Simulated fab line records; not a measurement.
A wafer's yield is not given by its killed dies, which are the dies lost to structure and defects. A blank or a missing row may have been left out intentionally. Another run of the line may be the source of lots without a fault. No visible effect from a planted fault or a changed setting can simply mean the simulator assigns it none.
fab line records + flow sky130
record
- lots=6
- wafers=18
- last_day=50
route steps=708 shown NWELL@63
lots that met no fault: taken from a fault-free run of the same line
start_h: hours from the record's first day to the start of the lot's first wafer shown + wait_h: hours since the lot's step before + " same as the row above + L1.1+2: a row that stands for several wafers + - value missing, or start not given + * or withheld: withheld + < > ~ a bound
route shown NAME@n: a module of which the file shows steps, and the number in the route of the first + usual: the fault-free wafers' mean and standard deviation + same: alike in all rows + chamber/n: place in a boat + sites: per-site readings + _std_site: their standard deviation + _edge_site: outer sites' mean less inner sites' + radius_mm: for every site, how far away it sits from the centre of the wafer + mask NAME#n: copy n + behind: the last tool/chamber to shape the wafer + hold: why the lot was held/for how many hours/how that ended + device: the n, p or np transistor that did not switch + end of line: the route-end tests of the same wafers + a step with no rows: only its recipe + killed: the dies lost at the first sort to structure and to defects; this is not the yield of the wafer + map: per-die view of a wafer (x killed, . not killed, _ where there is no die)
set.NAME: setting as actually run; set.NAME@STEP: the setting as run at that earlier step + model.NAME: the simulator's own value behind a step, which no gauge read
certain route steps with their lots: each step a table, each wafer a row
services: when a tool's chamber went out of use (start_h, in hours from the record's first day, below 0 if earlier), for how many hours, and the reason
## steps
# step SKY_NWELL_OVL_MEAS_10
# usual
- NWELL_00_OVL=0.0/1.4
| lot.wafer | tool       | chamber | start_h | wait_h | NWELL_00_OVL[nm] |
|-----------|------------|---------|---------|--------|------------------|
| L531.2    | overlay-01 | -       | 114.12  | -      | -0.8             |
| L531.4    | "          | -       | "       | "      | 0.0              |
| L531.6    | "          | -       | "       | "      | 0.9              |
| L532.2    | overlay-02 | -       | 126.22  | -      | -1.8             |
| L532.3    | "          | -       | "       | "      | -1.4             |
| L532.5    | "          | -       | "       | "      | -1.2             |
| L537.1    | overlay-01 | -       | 154.64  | -      | -1.1             |
| L537.3    | "          | -       | "       | "      | -0.2             |
| L537.6    | "          | -       | "       | "      | -1.1             |
| L545.1    | overlay-01 | -       | 196.51  | -      | -0.2             |
| L545.2    | "          | -       | "       | "      | -0.6             |
| L545.5    | "          | -       | "       | "      | -0.2             |
| L546.2    | overlay-01 | -       | 199.52  | -      | 1.3              |
| L546.3    | "          | -       | "       | "      | 2.4              |
| L546.6    | "          | -       | "       | "      | 3.8              |
| L549.2    | overlay-02 | -       | 218.11  | -      | -0.8             |
| L549.4    | "          | -       | "       | "      | -0.3             |
| L549.5    | "          | -       | "       | "      | 0.1              |
# step SKY_NWELL_IMPLANT_11
# recipe
- species=P
- energy_kev=400
- dose_cm2=1.9e+13
- tilt_deg=withheld
# step SKY_NWELL_IMPLANT_12
# recipe
- species=P
- energy_kev=120
- dose_cm2=1.3e+12
- tilt_deg=withheld
# step SKY_NWELL_IMPLANT_13
# recipe
- species=P
- energy_kev=50
- dose_cm2=7e+11
- tilt_deg=withheld
# step SKY_NWELL_STRIP_14
# recipe
- chemistry=O2/N2
- power_w=1400
- pressure_mtorr=1500
- platen_temp_c=withheld
- o2_flow_sccm=3000
- n2_flow_sccm=300
- overash_fraction=0.5
# usual
- drypump_motor_current_A=6.0/0.33
- n2_flow_sccm=300.0/0.87
- oes_product_au=0.723/0.0043
- strip_time_to_endpoint_s=36.84/0.11
| lot.wafer | tool            | chamber | start_h | wait_h | drypump_motor_current_A | n2_flow_sccm | oes_product_au | rf_hours_counter_h | strip_time_to_endpoint_s |
|-----------|-----------------|---------|---------|--------|-------------------------|--------------|----------------|--------------------|--------------------------|
| L531.2    | plasma_asher-02 | 1       | 114.60  | 0.1    | 6.2                     | 299.3        | 0.714          | 44                 | 36.91                    |
| L531.4    | "               | 1       | "       | "      | 6.3                     | 299.3        | 0.720          | -                  | 36.77                    |
| L531.6    | "               | 0       | "       | "      | 5.7                     | 300.3        | 0.727          | -                  | 36.83                    |
| L532.2    | plasma_asher-03 | 1       | 126.70  | 0.1    | 5.5                     | 301.1        | 0.718          | 31                 | 37.00                    |
| L532.3    | "               | 0       | "       | "      | 5.5                     | 300.9        | 0.730          | -                  | 36.81                    |
| L532.5    | "               | 0       | "       | "      | 5.5                     | 299.9        | 0.718          | -                  | 36.91                    |
| L537.1    | plasma_asher-02 | 0       | 155.13  | 0.1    | 5.7                     | 298.9        | 0.727          | 48                 | 36.80                    |
| L537.3    | "               | 0       | "       | "      | 5.7                     | 299.5        | 0.731          | -                  | 36.76                    |
| L537.6    | "               | 0       | "       | "      | 5.7                     | 298.8        | 0.726          | -                  | 36.86                    |
| L545.1    | plasma_asher-02 | 1       | 197.00  | 0.1    | 6.2                     | 299.5        | 0.722          | 52                 | 36.75                    |
| L545.2    | "               | 0       | "       | "      | 5.7                     | 300.3        | 0.726          | 52                 | 36.78                    |
| L545.5    | "               | 1       | "       | "      | 6.3                     | 301.7        | 0.729          | -                  | 36.69                    |
| L546.2    | plasma_asher-02 | 1       | 200.00  | 0.1    | 6.3                     | 301.5        | 0.727          | 53                 | 36.89                    |
| L546.3    | "               | 0       | "       | "      | 5.7                     | 300.6        | 0.731          | -                  | 36.88                    |
| L546.6    | "               | 0       | "       | "      | 5.7                     | 300.6        | 0.723          | -                  | 36.96                    |
| L549.2    | plasma_asher-02 | 0       | 218.59  | 0.1    | 5.7                     | 300.8        | 0.722          | 54                 | 36.90                    |
| L549.4    | "               | 1       | "       | "      | 6.3                     | 299.4        | 0.721          | -                  | 36.89                    |
| L549.5    | "               | 1       | "       | "      | 6.3                     | 300.0        | 0.720          | -                  | 36.94                    |
# step SKY_NWELL_TW_MEAS_15
# usual
- NWELL_TW=1815/11
| lot.wafer | tool          | chamber | start_h | wait_h | NWELL_TW |
|-----------|---------------|---------|---------|--------|----------|
| L531.2    | film_metro-01 | -       | 114.71  | 0.1    | 1808     |
| L531.4    | "             | -       | "       | "      | 1811     |
| L531.6    | "             | -       | "       | "      | 1812     |
| L532.2    | film_metro-01 | -       | 126.81  | 0.1    | 1837     |
| L532.3    | "             | -       | "       | "      | 1823     |
| L532.5    | "             | -       | "       | "      | 1832     |
| L537.1    | film_metro-04 | -       | 155.23  | 0.1    | 1813     |
| L537.3    | "             | -       | "       | "      | 1819     |
| L537.6    | "             | -       | "       | "      | 1811     |
| L545.1    | film_metro-01 | -       | 197.10  | 0.1    | 1824     |
| L545.2    | "             | -       | "       | "      | 1829     |
| L545.5    | "             | -       | "       | "      | 1830     |
| L546.2    | film_metro-04 | -       | 200.11  | 0.1    | 1801     |
| L546.3    | "             | -       | "       | "      | 1798     |
| L546.6    | "             | -       | "       | "      | 1806     |
| L549.2    | film_metro-01 | -       | 218.70  | 0.1    | 1825     |
| L549.4    | "             | -       | "       | "      | 1830     |
| L549.5    | "             | -       | "       | "      | 1823     |
# step SKY_NWELL_DEHYDRATE_16
# recipe
- temp_c=200
- time_s=60
# step SKY_NWELL_HMDS_17
# recipe
- prime_time_s=60
- prime_temp_c=120
# step SKY_NWELL_COAT_18
# recipe
- spin_rpm=2000
- resist_thk_nm=3000
# step SKY_NWELL_SOFTBAKE_19
# recipe
- temp_c=110
- time_s=withheld
# step SKY_NWELL_EXPOSE_20
# recipe
- mask_id=NWM_COMPLEMENT
- na=0.6
- source_shape=conventional
- sigma_outer=0.6
- polarization=unpolarized
- target_cd_nm=840
- dose_mj=260
# step SKY_NWELL_PEB_21
# recipe
- temp_c=115
- time_s=withheld
# step SKY_NWELL_DEVELOP_22
# recipe
- wall_angle_deg=90
- developer=TMAH
- develop_time_s=60
- dev_temp_c=23
# usual
- chill_plate_temp_C=23.01/0.1
- develop_time_s=60/0
| lot.wafer | tool           | chamber | start_h | wait_h | chill_plate_temp_C | develop_time_s |
|-----------|----------------|---------|---------|--------|--------------------|----------------|
| L531.2    | litho_track-03 | 0       | 133     | -      | 23.00              | 60             |
| L531.4    | "              | 0       | "       | "      | 23.01              | 60             |
| L531.6    | "              | 0       | "       | "      | 22.87              | 60             |
| L532.2    | litho_track-01 | 0       | 146     | -      | 23.02              | 60             |
| L532.3    | "              | 0       | "       | "      | 22.99              | 60             |
| L532.5    | "              | 0       | "       | "      | 22.92              | 60             |
| L537.1    | litho_track-03 | 0       | 175     | -      | 23.17              | 60             |
| L537.3    | "              | 0       | "       | "      | 22.96              | 60             |
| L537.6    | "              | 0       | "       | "      | 23.18              | 60             |
| L545.1    | litho_track-01 | -       | 219     | -      | -                  | -              |
| L545.2    | "              | -       | "       | "      | -                  | -              |
| L545.5    | "              | -       | "       | "      | -                  | -              |
| L546.2    | litho_track-04 | -       | 221     | -      | -                  | -              |
| L546.3    | "              | -       | "       | "      | -                  | -              |
| L546.6    | "              | -       | 222     | -      | -                  | -              |
| L549.2    | litho_track-01 | 0       | 242     | -      | 22.88              | 60             |
| L549.4    | "              | 0       | "       | "      | 22.93              | 60             |
| L549.5    | "              | 0       | "       | "      | 22.99              | 60             |
# step SKY_NWELL_OVL_MEAS_23
# usual
- NWELL_01_OVL=0.3/1.5
| lot.wafer | tool       | chamber | start_h | wait_h | NWELL_01_OVL[nm] |
|-----------|------------|---------|---------|--------|------------------|
| L531.2    | overlay-01 | -       | 133.35  | -      | 0.9              |
| L531.4    | "          | -       | "       | "      | 1.5              |
| L531.6    | "          | -       | "       | "      | 0.8              |
| L532.2    | overlay-01 | -       | 146.17  | -      | 1.3              |
| L532.3    | "          | -       | "       | "      | 0.7              |
| L532.5    | "          | -       | "       | "      | 1.5              |
| L537.1    | overlay-01 | -       | 175.45  | -      | 0.0              |
| L537.3    | "          | -       | "       | "      | -0.7             |
| L537.6    | "          | -       | "       | "      | -1.8             |
| L545.1    | overlay-02 | -       | 219.36  | -      | -                |
| L545.2    | "          | -       | "       | "      | -                |
| L545.5    | "          | -       | "       | "      | -                |
| L546.2    | overlay-02 | -       | 222.06  | -      | -                |
| L546.3    | "          | -       | "       | "      | -                |
| L546.6    | "          | -       | "       | "      | -                |
| L549.2    | overlay-01 | -       | 242.32  | -      | 2.6              |
| L549.4    | "          | -       | "       | "      | 2.9              |
| L549.5    | "          | -       | "       | "      | 0.2              |
## services
| tool            | chamber | start_h | hours | kind   |
|-----------------|---------|---------|-------|--------|
| plasma_asher-03 | -       | 158.99  | 2.4   | repair |
## key
first_sign
- step=SKY_NWELL_DEVELOP_22
- reading=tool_record
- direction=missing
effect none on later readings
met_at SKY_NWELL_DEVELOP_22
struck_wafers L545.1,L545.2,L545.5,L546.2,L546.3,L546.6
rows_end L545.1,L545.2,L545.5,L546.2,L546.3,L546.6
onset_between 146 219
fault
- kind=skipped_step_whole
- tool=litho_track-01,litho_track-04
- chamber=-
- onset_h=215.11
- steps=SKY_NWELL_DEVELOP_22
- scope=struck_lots_only
# rows_end: these wafers met a further fault down the route, and their rows from its step on are left out
